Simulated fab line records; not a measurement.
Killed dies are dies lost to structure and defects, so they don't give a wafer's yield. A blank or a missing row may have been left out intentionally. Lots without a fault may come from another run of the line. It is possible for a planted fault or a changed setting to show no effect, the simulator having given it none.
Which of the tools did it?    flow sky130    14 lots with 42 wafers sampled at 4 steps, on a route of 708 steps

## WHAT EACH GAUGE READ, for each wafer
SKY_VT_ADJUST_NCORE_TW_MEAS_11. Usual: VT_ADJUST_NCORE_TW gives 219.1 (standard deviation 1.7).
lot   measured      on             VT_ADJUST_NCORE_TW  flag
L769  day 8 22:58   film metro-02  216.6 217.0 216.8   
L770  day 8 23:16   film metro-03  216.5 217.3 217.1   
L773  day 10 12:30  film metro-01  221.8 221.8 221.4   
L774  day 10 13:19  film metro-02  216.7 217.7 218.7   
L772  day 10 13:35  film metro-01  222.7 220.5 221.1   
L775  day 10 22:57  film metro-03  216.7 217.0 215.4   
L776  day 11 01:26  film metro-03  218.6 217.9 218.2   
L777  day 11 05:02  film metro-01  221.8 221.8 220.4   
L780  day 12 05:09  film metro-01  220.1 221.8 221.2   
L781  day 12 11:38  film metro-02  217.4 216.5 217.4   
L788  day 14 12:34  film metro-02  218.8 219.3 219.6   
L789  day 14 22:10  film metro-02  218.9 218.1 217.5   
L790  day 15 03:05  film metro-03  219.2 217.9 218.5   
L791  day 15 10:05  film metro-03  218.0 218.7 219.5   

SKY_LDD_LDN_TW_MEAS_13. Usual: LDD_LDN_TW gives 1478 (standard deviation 11).
lot   measured      on             LDD_LDN_TW      flag
L769  day 23 03:57  film metro-01  1493 1491 1484  
L770  day 23 04:53  film metro-01  1485 1485 1490  
L773  day 25 11:52  film metro-02  1476 1475 1476  
L774  day 25 09:40  film metro-01  1493 1500 1485  
L772  day 25 16:50  film metro-02  1474 1476 1478  
L775  day 25 19:48  film metro-02  1472 1473 1477  
L776  day 26 02:29  film metro-01  1476 1488 1490  
L777  day 26 00:46  film metro-03  1467 1475 1464  
L780  day 27 09:25  film metro-02  1360 1356 1357  OFF
L781  day 27 16:26  film metro-02  1367 1360 1359  OFF
L788  day 29 16:01  film metro-03  1480 1471 1473  
L789  day 30 18:43  film metro-01  1486 1486 1488  
L790  day 30 19:19  film metro-01  1477 1484 1496  
L791  day 30 22:25  film metro-01  1488 1482 1494  

SKY_LI_CONTACT_THK_MEAS_01. Usual: LI_CONTACT_HDPCVD_THK gives 926 nm (standard deviation 8.7).
lot   measured      on             LI_CONTACT_HDPCVD_THK (nm)  flag
L769  day 28 05:17  film metro-01  940 922 920                 
L770  day 28 05:34  film metro-03  913 923 925                 
L773  day 30 11:16  film metro-01  925 939 933                 
L774  day 30 09:14  film metro-03  929 923 918                 
L772  day 30 13:34  film metro-04  926 931 927                 
L775  day 30 17:18  film metro-04  935 917 917                 
L776  day 31 00:49  film metro-03  923 915 921                 
L777  day 30 23:17  film metro-04  918 908 923                 
L788  day 34 13:37  film metro-03  924 933 927                 
L789  day 35 10:34  film metro-04  916 924 915                 
L790  day 35 10:59  film metro-04  920 914 914                 
L791  day 35 11:55  film metro-03  925 916 920                 

## TOOL THAT RAN EACH LOT (tool first, then ch and the chambers of the sampled wafers, then the start)
lot   SKY_LDD_LDN_IMPLANT_08
L769  implanter-03 ch 0, day 23 03:16
L770  implanter-04 ch 0, day 23 04:10
L773  implanter-01 ch 0, day 25 06:37
L774  implanter-04 ch 0, day 25 08:58
L772  implanter-04 ch 0, day 25 16:08
L775  implanter-03 ch 0, day 25 19:07
L776  implanter-03 ch 0, day 26 01:47
L777  implanter-01 ch 0, day 26 00:04
L780  implanter-04, day 27 08:44
L781  implanter-01, day 27 15:44
L788  implanter-04 ch 0, day 29 15:19
L789  implanter-04 ch 0, day 30 18:02
L790  implanter-01 ch 0, day 30 18:37
L791  implanter-01 ch 0, day 30 21:44
- SKY_LDD_LDN_IMPLANT_08

## AS READ BY THE TOOLS THEMSELVES (means over the sampled wafers that have a number; for cases with no such wafer, the mark the record gives instead)
SKY_LDD_LDN_IMPLANT_08. Usual: beam energy keV 14.999, standard deviation 0.0049; beam on s 10.00 s, standard deviation 0.22.
lot   tool          beam energy keV  beam on s (s)  flag
L769  implanter-03  15.002           10.08          
L770  implanter-04  15.000           10.02          
L773  implanter-01  14.998           9.98           
L774  implanter-04  15.001           10.05          
L772  implanter-04  14.998           10.05          
L775  implanter-03  15.005           9.97           
L776  implanter-03  15.002           9.94           
L777  implanter-01  15.001           9.85           
L780  implanter-04  -                -              OFF
L781  implanter-01  -                -              OFF
L788  implanter-04  14.995           9.94           
L789  implanter-04  14.995           9.72           
L790  implanter-01  14.998           9.99           
L791  implanter-01  15.003           10.11          

## THE ANSWER, worked out from the rows above alone
Rule: a lot counts as off when the mean over its wafers that have a number is more than 3 standard deviations away from the usual mean. A lot without any number at a reading at which 4 lots or more have one is off too. The other lots that the step has rows for count as sound. After the gauges, taken in route order, come the tools' own readings; for these a lot's mean is taken, as printed above. The first step at which some lot is off is used, and at that step the reading that is off furthest; a lot without a number counts as furthest.
Off: L780, L781, seen at SKY_LDD_LDN_TW_MEAS_13 (LDD_LDN_TW).
A tool fits if, at a process step before that reading, it ran every lot that is off, and no sound lot after the first of them. The gauges at SKY_LDD_LDN_TW_MEAS_13 aren't tried: what is off there is off at SKY_LDD_LDN_IMPLANT_08 too, on other tools, and a gauge's error can't cause that. No candidate that was tried fits.

## WHAT THE SIMULATOR HAD INSERTED
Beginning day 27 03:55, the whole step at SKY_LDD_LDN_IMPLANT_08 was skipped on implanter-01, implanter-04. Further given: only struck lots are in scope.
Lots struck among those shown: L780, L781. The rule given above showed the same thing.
